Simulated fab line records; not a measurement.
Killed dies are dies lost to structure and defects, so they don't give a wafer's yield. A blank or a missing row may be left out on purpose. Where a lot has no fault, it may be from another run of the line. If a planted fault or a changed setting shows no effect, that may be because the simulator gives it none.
Matching of chambers ; flow gf180mcu ; GF_V2_CMP_04 on cmp-02: 4 sister chambers
The step polishes SiO2. 8 wafers are shown with their chamber, then 12 later ones without.

WAFERS, EACH WITH ITS CHAMBER
wafer;chamber;motor current A (A);time to endpoint s (s)
L078.3;1;13.8;79
L084.2;0;11.4;70
L085.1;0;10.8;73
L085.5;2;11.7;93
L085.6;1;14.7;83
L089.2;2;12.2;87
L089.3;3;10.7;78
L089.6;3;10.8;80

WAFERS WITHOUT THEIR CHAMBER
wafer;motor current A (A);time to endpoint s (s)
L091.4;10.9;76
L091.5;14.1;93
L091.6;10.7;78
L092.2;11.7;75
L092.3;10.6;77
L092.5;12.8;84
L093.3;10.4;77
L093.4;12.3;91
L093.5;12.0;90
L094.3;11.0;66
L094.4;11.7;88
L094.6;10.3;74

WHICH CHAMBER EACH ONE RAN IN
wafer;from the rows above;in truth
L091.4;can't be placed: 3 or 0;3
L091.5;can't be placed: 1 or 2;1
L091.6;3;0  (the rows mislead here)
L092.2;can't be placed: 0 or 3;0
L092.3;can't be placed: 3 or 0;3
L092.5;can't be placed: 2 or 1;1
L093.3;can't be placed: 3 or 0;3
L093.4;2;2
L093.5;2;2
L094.3;0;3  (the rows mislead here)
L094.4;2;2
L094.6;can't be placed: 3 or 0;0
Correct placement for 3 of the 12. From these rows, 7 cannot be placed; in 7 the true chamber is one of the candidates. Placed wrongly: 2.
How it was worked out, from the rows above alone: a wafer's distance from a chamber is the root of the sum, over the readings, of the square of ((its reading less the chamber's mean) divided by the reading's scatter). If the next closest chamber is less than 2 further off than the closest, the wafer can't be placed; otherwise it belongs to the closest. For every chamber, the mean is computed from those of its wafers that are shown. The scatter is the square root of a quotient: the sum, over the shown wafers, of each reading's squared deviation from its chamber's mean, divided by wafers minus chambers.
